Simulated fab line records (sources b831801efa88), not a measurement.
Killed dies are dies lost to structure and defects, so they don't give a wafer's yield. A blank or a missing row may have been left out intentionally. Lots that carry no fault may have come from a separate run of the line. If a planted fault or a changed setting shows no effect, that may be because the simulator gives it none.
A lot that was struck, set against a sound lot + flow sky130 + 16 out of 708 route steps
Sound: wafers L750.3, L750.4, L750.5. Struck: wafers L751.2, L751.4, L751.5. The cause is named last.
Per side, at each step with rows, come the tool, then ch with its chambers, and then its first start. Under that, the readings that differ: sound wafers + struck wafers + difference of the means + sigmas: that difference in standard deviations of wafers without a fault.
alike: same words and numbers on both sides, and readings whose means sit less than 2 such deviations apart. not compared: any withheld reading, any reading some wafer has no value for, any bound like >300 that may hide the same value, and any number with overlapping values for which the record gives no deviation.
Wherever a step has rows on one side only, a row that says differs or no value, or a row with sigmas, the two part there. Numbers that don't overlap but have no deviation are shown without sigmas and don't part them. Lack of a reading on every wafer of one side parts them only where that side has two or more wafers.

first, 2 steps without rows for these wafers: SKY_VIA2_CLEAN_18 (cleans in IPA, time 180 s); SKY_VIA2_CLEAN_19 (cleans in O3/DIW).
SKY_VIA2_SPUTTER_20: material TiN, target thk 20 nm, time 80 s.
  sound on pvdSputter-03, day 37 06:09; struck on pvdSputter-01, day 37 08:10
  alike: throttleValvePct
SKY_VIA2_CVD_21: deposits W, target thk 420 nm, time 126.4 s.
  sound on cvdW-02 ch 0,1, day 37 06:16; struck on cvdW-02 ch 1, day 37 08:14
  alike: heaterPowerW
SKY_VIA2_RS_MEAS_22: uses a four-point probe to measure.
  sound on filmMetro-04, day 37 06:23; struck on filmMetro-01, day 37 08:23
| reading            | sound             | struck            | difference | sigmas |
|--------------------|-------------------|-------------------|------------|--------|
| VIA2_W_RS (ohm/sq) | 0.276 0.269 0.271 | 0.262 0.263 0.265 | -0.009     | -3     |
SKY_VIA2_THK_MEAS_23: measures by xrf.
  sound on filmMetro-04, day 37 06:29; struck on filmMetro-01, day 37 08:29
  alike: VIA2_W_THK
SKY_VIA2_CMP_24: polishes, stops on SiO2, t overpolish 20 s, target thk 0 nm.
  sound on cmp-02 ch 2,3, day 37 06:32; struck on cmp-01 ch 0,1,3, day 37 08:38
  alike: motorCurrentA, overpolishRunS, platenRpm, slurryFlowMlMin, timeToEndpointS
then, 3 steps without rows for these wafers: SKY_METAL3_SPUTTER_00 (material Ti, target thk 15 nm, time 10 s); SKY_METAL3_SPUTTER_01 (material TiN, target thk 20 nm, time 16.7 s); SKY_METAL3_SPUTTER_02 (material AlCu, target thk 735 nm, time 39.1 s).
SKY_METAL3_SPUTTER_03: material Ti, target thk 5 nm, time 3.3 s.
  sound on pvdSputter-02, day 37 06:55; struck on pvdSputter-03, day 37 08:56
  alike: throttleValvePct
then, 1 step without rows for these wafers: SKY_METAL3_SPUTTER_04 (material TiN, target thk 70 nm, time 58.3 s).
SKY_CAPM_CVD_00: deposits SiO2, target thk 15.5 nm.
  sound on pecvd-02 ch 0,2, day 37 06:59; struck on pecvd-03 ch 0,1, day 37 09:00
  alike: heaterPowerW
SKY_CAPM_THK_MEAS_01:
  sound on filmMetro-01, day 37 07:01; struck on filmMetro-04, day 37 09:13
| reading              | sound             | struck            | difference | sigmas |
|----------------------|-------------------|-------------------|------------|--------|
| CAPM_CVD_00_THK (nm) | 15.14 15.32 15.47 | 30.80 31.48 31.67 | +16.01     | +84    |
SKY_CAPM_SPUTTER_02: material TiN, target thk 200 nm, time 166.7 s.
  sound on pvdSputter-03, day 37 07:04; struck on pvdSputter-04, day 37 09:16
  alike: throttleValvePct
-- the record jumps here: 9 days lie between the struck wafers' starts before and after (it left off in module CAPM and takes up again in module PAD_OPEN, whose first step shown is number 708 of the route) --
SKY_PAD_OPEN_PROBE_99:
  sound on prober-02, day 46 12:49; struck on prober-01, day 46 16:57
| reading                               | sound               | struck           | difference | sigmas |
|---------------------------------------|---------------------|------------------|------------|--------|
| killedOpen                            | 62 50 60            | 41 40 46         | -15        | -2     |
| model.etest.tester.sortNPass          | 389 411 392         | 0 0 0            | -397       |        |
| model.etest.tester.sortYieldPct (%)   | 79.06 83.54 79.67   | 0 0 0            | -81        |        |
| model.etest.tester.sort_bin_3_pct (%) | 1.423 0.4065 0.6098 | 83.54 87.8 82.93 | +83.94     |        |
| model.etest.liconNdiff.short          | 0 0 0               | 1 1 1            | +1         |        |
| model.etest.resDeepNwell.short        | 0 0 0               | 1 1 1            | +1         |        |
| model.etest.capPolyToWell.short       | 0 0 0               | 1 1 1            | +1         |        |
| model.etest.fieldN.short              | 0 0 0               | 1 1 1            | +1         |        |
| model.etest.liconPdiff.short          | 0 0 0               | 1 1 1            | +1         |        |
  alike: defectLimitedYield, killed_at_M0_to_M3, killed_at_M4_up, killedAtContacts, killedAtFrontEnd, killedAtOther, killedDies, killedShort

== WHERE THEY PART ==
At SKY_VIA2_RS_MEAS_22 first; at SKY_PAD_OPEN_PROBE_99 last (within this record only).

WHY: the cause the simulator had injected
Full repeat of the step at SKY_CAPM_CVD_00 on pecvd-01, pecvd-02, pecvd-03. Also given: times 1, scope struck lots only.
